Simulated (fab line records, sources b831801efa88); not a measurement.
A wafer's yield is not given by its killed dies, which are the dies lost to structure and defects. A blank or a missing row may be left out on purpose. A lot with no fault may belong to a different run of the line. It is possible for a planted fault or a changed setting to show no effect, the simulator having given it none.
fab line records	flow sky130
record: lots: 6	wafers: 16	last-day: 50
route steps=708 shown VT_ADJUST_LVTN@109 VT_ADJUST_NCORE@119 PAD_OPEN@708
lots that met no fault: from a run of the same line without faults
start-h: hours from the record's first day to the start of the lot's first wafer shown	wait-h: hours since the lot's step before	" identical to the entry in the row above	L1.1+2: several wafers, shown together as one row	- no value present, or no start provided	* or withheld: withheld	< > ~ a bound
route shown NAME@n: NAME is a module with steps in the file, n the number in the route of the first one	usual: mean/standard deviation taken from wafers without a fault	same: alike in all rows	chamber/n: place in a boat	sites: per-site readings	_std_site: how widely they spread, as a standard deviation	_edge_site: mean of outer sites minus mean of inner sites	radius-mm: for every site, how far away it sits from the centre of the wafer	mask NAME#n: copy n	behind: the last tool/chamber to shape the wafer	hold: why the lot was held/for how many hours/how that ended	device: whichever transistor did not switch (one of n, p or np)	end of line: the same wafers' tests at the end of the route	a step with no rows: only its recipe	killed: at the first sort, the dies lost to defects and structure; wafer yield is something else	map: dies across one wafer; x = killed, . = not, _ = none there
set.NAME: the run value of the setting; set.NAME@STEP: its run value at that earlier step	model.NAME: the simulator's own value behind a step, which no gauge read
a table for each step, a row for each wafer; lots at some steps of the route
services: a tool's chamber out of use, with start hour (start-h, from the record's first day; less than 0 if before it), hours out, and reason
== steps ==
step: SKY_VT_ADJUST_LVTN_HMDS_12
recipe: prime-time-s: 60	prime-temp-c: 120
step: SKY_VT_ADJUST_LVTN_COAT_13
recipe: resist: NOVOLAK	spin-rpm: 3000	resist-thk-nm: 1140
step: SKY_VT_ADJUST_LVTN_SOFTBAKE_14
recipe: temp-c: 90	time-s: 60	resist: NOVOLAK
step: SKY_VT_ADJUST_LVTN_EXPOSE_15
recipe: mask-id: HVN_STD_DERIVED	na: 0.6	source-shape: conventional	sigma-outer: 0.6	polarization: unpolarized	target-cd-nm: 600	dose-mj: 163
step: SKY_VT_ADJUST_LVTN_PEB_16
recipe: temp-c: withheld	time-s: *	resist: NOVOLAK
step: SKY_VT_ADJUST_LVTN_DEVELOP_17
recipe: resist: NOVOLAK	developer: TMAH	develop-time-s: 60	dev-temp-c: 23
step: SKY_VT_ADJUST_LVTN_OVL_MEAS_18
usual: VT_ADJUST_LVTN_01_OVL: -0.1/1.7
lot.wafer	tool	chamber	start-h	wait-h	VT_ADJUST_LVTN_01_OVL[nm]
L257.2	overlay-01	-	161.25	0.1	0.4
L257.3	"	-	"	"	0.4
L257.5	"	-	"	"	0.4
L262.4	overlay-01	-	204.25	0.1	-2.4
L262.5	"	-	"	"	-2.9
L262.6	"	-	"	"	-3.4
L268.2	overlay-02	-	241.32	0.1	2.7
L268.5	"	-	"	"	3.5
L271.4	overlay-02	-	257.86	0.1	-0.4
L271.5	"	-	"	"	2.5
L275.1	overlay-01	-	288.76	0.1	-0.8
L275.2	"	-	"	"	-0.8
L275.4	"	-	"	"	0.4
L279.2	overlay-02	-	310.99	0.1	0.5
L279.4	"	-	"	"	1.2
L279.6	"	-	"	"	0.6
step: SKY_VT_ADJUST_LVTN_IMPLANT_19
recipe: species: B	energy-kev: 30	dose-cm2: 6.5e+11	tilt-deg: withheld
step: SKY_VT_ADJUST_LVTN_STRIP_20
recipe: chemistry: O2/N2	power-w: 1400	pressure-mtorr: 1500	platen-temp-c: withheld	o2-flow-sccm: 3000	n2-flow-sccm: 300	overash-fraction: 0.5
usual: drypump-motor-current-A: 5.4/0.56	oes-product-au: 0.716/0.0047	strip-time-to-endpoint-s: 14.21/0.036
lot.wafer	tool	chamber	start-h	wait-h	drypump-motor-current-A	oes-product-au	rf-hours-counter-h	strip-time-to-endpoint-s
L257.2	plasma-asher-01	1	161.43	0.1	4.8	0.722	4	14.23
L257.3	"	1	"	"	4.8	0.718	-	14.28
L257.5	"	0	"	"	5.0	0.715	-	14.24
L262.4	plasma-asher-01	0	204.45	0.1	5.0	0.714	-	14.16
L262.5	"	0	"	"	5.0	0.709	-	14.16
L262.6	"	1	"	"	4.8	0.714	-	14.13
L268.2	plasma-asher-04	0	241.50	0.1	5.6	0.716	44	14.19
L268.5	"	0	"	"	5.7	0.724	-	14.17
L271.4	plasma-asher-04	0	258.06	0.1	5.6	0.716	-	14.15
L271.5	"	1	"	"	6.0	0.711	-	14.22
L275.1	plasma-asher-03	0	288.95	0.1	5.4	0.711	61	14.20
L275.2	"	1	"	"	6.4	0.710	61	14.18
L275.4	"	1	"	"	6.4	0.717	-	14.20
L279.2	plasma-asher-01	0	311.17	0.1	5.0	0.720	19	14.15
L279.4	"	1	"	"	4.8	0.719	-	14.19
L279.6	"	1	"	"	4.8	0.718	-	14.21
step: SKY_VT_ADJUST_LVTN_TW_MEAS_21
usual: VT_ADJUST_LVTN_2_TW: 187.7/2.2
lot.wafer	tool	chamber	start-h	wait-h	VT_ADJUST_LVTN_2_TW
L257.2	film-metro-04	-	161.54	0.1	185.4
L257.3	"	-	"	"	185.2
L257.5	"	-	"	"	185.4
L262.4	film-metro-02	-	204.55	0.1	186.7
L262.5	"	-	"	"	186.4
L262.6	"	-	"	"	185.1
L268.2	film-metro-02	-	241.61	0.1	187.8
L268.5	"	-	"	"	187.9
L271.4	film-metro-04	-	258.16	0.1	184.1
L271.5	"	-	"	"	184.9
L275.1	film-metro-01	-	289.05	0.1	190.0
L275.2	"	-	"	"	190.9
L275.4	"	-	"	"	190.1
L279.2	film-metro-02	-	311.28	0.1	188.3
L279.4	"	-	"	"	186.4
L279.6	"	-	"	"	187.5
step: SKY_VT_ADJUST_NCORE_DEHYDRATE_00
recipe: temp-c: 200	time-s: 60
step: SKY_VT_ADJUST_NCORE_HMDS_01
recipe: prime-time-s: 60	prime-temp-c: 120
step: SKY_VT_ADJUST_NCORE_COAT_02
recipe: resist: NOVOLAK	spin-rpm: 3000	resist-thk-nm: 1140
lot.wafer	tool	chamber	start-h	wait-h	model.NOVOLAK_of_VT_ADJUST_NCORE_COAT_02.thk-nm
L257.2	litho-track-04	0	170.89	0.1	1142
L257.3	"	0	"	"	1140
L257.5	"	0	"	"	1143
L262.4	litho-track-02	0	215.01	0.1	1142
L262.5	"	0	"	"	1147
L262.6	"	0	"	"	1143
L268.2	litho-track-02	0	253.61	0.1	1229
L268.5	"	0	"	"	1228
L271.4	litho-track-02	0	269.70	0.1	1138
L271.5	"	0	"	"	1232
L275.1+2	litho-track-03	0	301.40	0.1	1144
L275.4	"	0	"	"	1143
L279.2+4	litho-track-04	0	323.49	0.1	1141
L279.6	"	0	"	"	1140
step: SKY_VT_ADJUST_NCORE_SOFTBAKE_03
recipe: temp-c: 90	time-s: 60	resist: NOVOLAK
step: SKY_VT_ADJUST_NCORE_EXPOSE_04
recipe: mask-id: LVTN_COMPLEMENT_THIN	na: 0.6	source-shape: conventional	sigma-outer: 0.6	polarization: unpolarized	target-cd-nm: 380	dose-mj: 139
step: SKY_VT_ADJUST_NCORE_PEB_05
recipe: temp-c: withheld	time-s: *	resist: NOVOLAK
step: SKY_VT_ADJUST_NCORE_DEVELOP_06
recipe: resist: NOVOLAK	developer: TMAH	develop-time-s: 60	dev-temp-c: 23
lot.wafer	tool	chamber	start-h	wait-h	model.NOVOLAK_of_VT_ADJUST_NCORE_COAT_02.thk-nm
L257.2+5	litho-track-03	0	181.83	0.1	1142
L257.3	"	0	"	"	1139
L262.4	litho-track-04	0	226.44	0.1	1142
L262.5	"	0	"	"	1147
L262.6	"	0	"	"	1143
L268.2	litho-track-04	0	264.64	0.1	1229
L268.5	"	0	"	"	1228
L271.4	litho-track-02	0	282.40	0.1	1138
L271.5	"	0	"	"	1231
L275.1	litho-track-02	0	313.98	0.1	1144
L275.2+4	"	0	"	"	1143
L279.2+4	litho-track-02	0	337.00	0.1	1141
L279.6	"	0	"	"	1139
step: SKY_VT_ADJUST_NCORE_CD_MEAS_07
recipe: target-cd-nm: 380
usual: cd-nm: 379.9/2.2
lot.wafer	tool	chamber	start-h	wait-h	cd-nm
L257.2	cd-sem-01	-	181.97	0.1	380.9
L257.3	"	-	"	"	381.6
L257.5	"	-	"	"	380.7
L262.4	cd-sem-02	-	226.57	0.1	385.5
L262.5	"	-	"	"	382.2
L262.6	"	-	"	"	382.1
L268.2	cd-sem-01	-	264.78	0.1	371.2
L268.5	"	-	"	"	369.1
L271.4	cd-sem-02	-	282.54	0.1	378.0
L271.5	"	-	"	"	371.9
L275.1	cd-sem-02	-	314.13	0.1	379.9
L275.2	"	-	"	"	380.3
L275.4	"	-	"	"	382.8
L279.2	cd-sem-01	-	337.15	0.1	378.0
L279.4	"	-	"	"	378.6
L279.6	"	-	"	"	378.4
step: SKY_VT_ADJUST_NCORE_OVL_MEAS_08
usual: VT_ADJUST_NCORE_OVL: 0.1/1.4
lot.wafer	tool	chamber	start-h	wait-h	VT_ADJUST_NCORE_OVL[nm]
L257.2	overlay-01	-	182.08	0.1	-0.4
L257.3	"	-	"	"	-0.3
L257.5	"	-	"	"	1.6
L262.4	overlay-01	-	226.65	0.1	1.0
L262.5	"	-	"	"	1.2
L262.6	"	-	"	"	0.1
L268.2	overlay-02	-	264.89	0.1	0.7
L268.5	"	-	"	"	0.8
L271.4	overlay-01	-	282.62	0.1	0.6
L271.5	"	-	"	"	0.6
L275.1	overlay-02	-	314.25	0.1	-3.2
L275.2	"	-	"	"	-1.9
L275.4	"	-	"	"	-1.3
L279.2	overlay-02	-	337.26	0.1	-0.2
L279.4	"	-	"	"	-1.5
L279.6	"	-	"	"	-2.5
step: SKY_VT_ADJUST_NCORE_IMPLANT_09
recipe: species: B	energy-kev: 10	dose-cm2: 2.4e+12	tilt-deg: withheld
step: SKY_VT_ADJUST_NCORE_STRIP_10
recipe: chemistry: O2/N2	power-w: 1400	pressure-mtorr: 1500	platen-temp-c: withheld	o2-flow-sccm: 3000	n2-flow-sccm: 300	overash-fraction: 0.5
usual: drypump-motor-current-A: 5.9/0.41	oes-product-au: 0.716/0.0047	strip-time-to-endpoint-s: 14.18/0.04
lot.wafer	tool	chamber	start-h	wait-h	drypump-motor-current-A	oes-product-au	rf-hours-counter-h	strip-time-to-endpoint-s
L257.2	plasma-asher-02	0	182.26	0.1	6.6	0.706	47	14.19
L257.3	"	0	"	"	6.6	0.710	-	14.18
L257.5	"	0	"	"	6.6	0.719	-	14.20
L262.4	plasma-asher-02	0	226.85	0.1	6.5	0.711	-	14.21
L262.5	"	0	"	"	6.6	0.725	-	14.26
L262.6	"	1	"	"	5.7	0.720	-	14.21
L268.2	plasma-asher-04	1	265.07	0.1	6.0	0.713	46	15.17
L268.5	"	1	"	"	6.0	0.720	-	15.17
L271.4	plasma-asher-03	0	282.82	0.1	5.4	0.710	-	14.16
L271.5	"	0	"	"	5.4	0.715	-	15.23
L275.1	plasma-asher-03	0	314.44	0.1	5.4	0.713	63	14.23
L275.2	"	1	"	"	6.4	0.718	63	14.23
L275.4	"	1	"	"	6.4	0.713	-	14.23
L279.2	plasma-asher-04	1	337.44	0.1	6.0	0.717	53	14.19
L279.4	"	0	"	"	5.7	0.714	-	14.21
L279.6	"	1	"	"	6.0	0.721	-	14.17
step: SKY_VT_ADJUST_NCORE_TW_MEAS_11
usual: VT_ADJUST_NCORE_TW: 219.8/1.8
lot.wafer	tool	chamber	start-h	wait-h	VT_ADJUST_NCORE_TW
L257.2	film-metro-03	-	182.37	0.1	220.1
L257.3	"	-	"	"	221.4
L257.5	"	-	"	"	220.8
L262.4	film-metro-02	-	226.95	0.1	218.5
L262.5	"	-	"	"	219.4
L262.6	"	-	"	"	218.9
L268.2	film-metro-03	-	265.18	0.1	220.2
L268.5	"	-	"	"	221.8
L271.4	film-metro-01	-	282.92	0.1	221.0
L271.5	"	-	"	"	220.7
L275.1	film-metro-02	-	314.54	0.1	219.7
L275.2	"	-	"	"	217.9
L275.4	"	-	"	"	218.7
L279.2	film-metro-02	-	337.55	0.1	216.7
L279.4	"	-	"	"	216.5
L279.6	"	-	"	"	216.7
step: SKY_PAD_OPEN_PROBE_99
usual: killed_at_M0_to_M3: 43/7.7	killed_at_M4_up: 3.1/1.7	killed-at-contacts: 23/4.8	killed-at-front-end: 15/4.5	killed-at-other: 0.3/0.58	killed-dies: 85/10	killed-open: 46/7.5	killed-short: 38/6.5
same: gross-dies: 492	killed-at-back-side: 0
lot.wafer	tool	chamber	start-h	wait-h	killed_at_M0_to_M3	killed_at_M4_up	killed-at-contacts	killed-at-front-end	killed-at-other	killed-dies	killed-open	killed-short
L262.4	prober-02	-	1113.88	0.2	49	6	27	18	0	100	52	48
L262.5	prober-02	-	1113.93	0.2	44	4	30	20	0	98	52	46
L262.6	prober-02	-	1113.98	0.2	46	4	27	12	0	89	51	38
L275.1	prober-02	-	1182.95	0.1	44	4	21	20	1	90	50	40
L275.2	prober-02	-	1183.00	0.1	34	3	21	10	0	68	37	31
L275.4	prober-02	-	1183.10	0.2	46	2	22	17	1	88	47	41
killed by level:class
L262.4 METAL2:geometric-particle:short=10 VIA1:geometric-particle:open=10 CONTACT:geometric-particle:open=9 FIELD_ISO:geometric-particle:short=8 LI_CONTACT:geometric-particle:open=8 VIA2:geometric-particle:open=7 CONTACT:geometric-particle:short=5 METAL1:geometric-particle:short=5
L262.5 CONTACT:geometric-particle:open=13 VIA1:geometric-particle:open=11 METAL2:geometric-particle:short=7 POLY_GATE:geometric-particle:short=6 LOCAL_INTERCONNECT:geometric-particle:short=6 VIA1:geometric-particle:short=6 CONTACT:geometric-particle:short=4 FIELD_ISO:geometric-particle:open=4
L262.6 VIA1:geometric-particle:open=11 CONTACT:geometric-particle:open=10 LI_CONTACT:geometric-particle:open=8 VIA3:geometric-particle:open=6 LI_CONTACT:geometric-particle:short=5 METAL1:geometric-particle:short=5 VIA1:geometric-particle:short=5 POLY_GATE:geometric-particle:open=4
L275.1 VIA1:geometric-particle:open=12 CONTACT:geometric-particle:open=7 VIA3:geometric-particle:open=7 VIA2:geometric-particle:open=7 METAL1:geometric-particle:short=6 FIELD_ISO:geometric-particle:open=5 POLY_GATE:geometric-particle:short=5 LI_CONTACT:geometric-particle:open=5
L275.2 CONTACT:geometric-particle:open=6 VIA1:geometric-particle:open=6 METAL2:geometric-particle:short=6 LOCAL_INTERCONNECT:geometric-particle:short=5 VIA3:geometric-particle:open=5 LI_CONTACT:geometric-particle:open=4 CONTACT:geometric-particle:short=4 METAL1:geometric-particle:open=4
L275.4 CONTACT:geometric-particle:open=9 LI_CONTACT:geometric-particle:open=8 METAL1:geometric-particle:short=7 VIA1:geometric-particle:open=7 VIA1:geometric-particle:short=6 FIELD_ISO:geometric-particle:open=5 VIA2:geometric-particle:open=5 VIA2:geometric-particle:short=5
== services ==
tool	chamber	start-h	hours	kind
plasma-asher-03	-	174.84	2.8	pm
plasma-asher-04	-	187.54	1.2	repair
plasma-asher-04	-	192.15	0.5	repair
plasma-asher-03	-	196.30	2.4	repair
litho-track-03	-	205.38	-	consumable-replace:filter
plasma-asher-03	-	216.34	0.4	repair
plasma-asher-02	-	227.51	12.0	repair
plasma-asher-01	-	243.62	0.6	repair
plasma-asher-04	-	249.11	2.8	pm
plasma-asher-04	-	325.94	1.6	repair
== key ==
first-sign: step: SKY_VT_ADJUST_NCORE_CD_MEAS_07	reading: cd-nm	direction: down	sigmas: 4.2	usual: 379.9	struck: 370.8
effect: step: SKY_VT_ADJUST_NCORE_STRIP_10	reading: strip-time-to-endpoint-s	direction: up	sigmas: 26	usual: *	struck: *
model-effect: step: SKY_VT_ADJUST_NCORE_COAT_02	value: NOVOLAK_of_VT_ADJUST_NCORE_COAT_02.thk-nm	without: 1137	struck: 1230
model-effect: step: SKY_VT_ADJUST_NCORE_DEVELOP_06	value: NOVOLAK_of_VT_ADJUST_NCORE_COAT_02.thk-nm	without: 1136	struck: 1229
met-at SKY_VT_ADJUST_NCORE_COAT_02
struck-wafers L268.2,L268.5,L271.5
tester-left-out L268,L271
onset-between 215.01 253.61
fault: kind: process-parameter-drift	tool: litho-track-02	chamber: -	onset-h: 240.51	steps: SKY_VT_ADJUST_NCORE_COAT_02	channel: resist-thk-nm	offset: 93.4	shape: step	end-h: 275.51	scope: struck-wafers-only	acts-in: these-recipes-only	stated: 1140
tester-left-out: of these lots the tester's yield and bins aren't shown, on N5 and GAA mostly nor the transistor test; their killed dies are dies lost to structure and defects alone, not to doping, threshold or leakage, so they don't give the yield
